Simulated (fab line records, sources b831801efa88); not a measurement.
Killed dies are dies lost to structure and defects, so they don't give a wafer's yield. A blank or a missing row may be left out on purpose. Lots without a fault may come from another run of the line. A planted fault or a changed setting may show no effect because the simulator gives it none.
One fault seen from 2 desks | flow sky130 | each desk has only its own numbers; what lay behind them comes last

THE TOOL OWNER'S DESK: litho_track-02
The tool's own readings at SKY_METAL5_DEVELOP_13 (develop time 60 s): means of the sampled wafers that have a number, for each lot that ran on this tool. A lot is out of limits, marked OUT, if its mean lies more than 4 standard deviations from the usual mean; the brackets give that distance.
Columns: A = chill_plate_temp_C at SKY_METAL5_DEVELOP_13, usual 22.97 C
lot  | first seen here | A
L188 | day 46 13:26    | 23.04
L194 | day 47 21:10    | 22.98
L195 | day 48 06:08    | 22.86
This desk's finding: nothing out of limits on any of the 3 lots.

THE METROLOGY DESK
What the gauges read, lot by lot, whatever tool the lot ran on: means of the sampled wafers that have a number. A lot is out of limits, marked OUT, if its mean lies more than 4 standard deviations from the usual mean; the brackets give that distance.
Columns: A = METAL5_ALCU_RS at SKY_METAL5_RS_MEAS_05, usual 0.02718 ohm/sq; B = METAL5_ALCU_THK at SKY_METAL5_THK_MEAS_06, usual 1161 nm
lot  | first seen here | A       | B
L187 | day 45 04:15    | 0.02745 | 1155
L188 | day 45 16:10    | 0.02696 | 1161
L192 | day 46 12:57    | 0.02731 | 1163
L194 | day 47 00:35    | 0.02722 | 1148
L195 | day 47 09:36    | 0.02722 | 1161
L201 | day 48 19:58    | 0.02713 | 1166
This desk's finding: nothing out of limits on any of the 6 lots.

PUT TOGETHER
The tool owner's desk saw nothing out of limits.
The metrology desk saw nothing out of limits.

WHAT THE SIMULATOR HAD PUT IN
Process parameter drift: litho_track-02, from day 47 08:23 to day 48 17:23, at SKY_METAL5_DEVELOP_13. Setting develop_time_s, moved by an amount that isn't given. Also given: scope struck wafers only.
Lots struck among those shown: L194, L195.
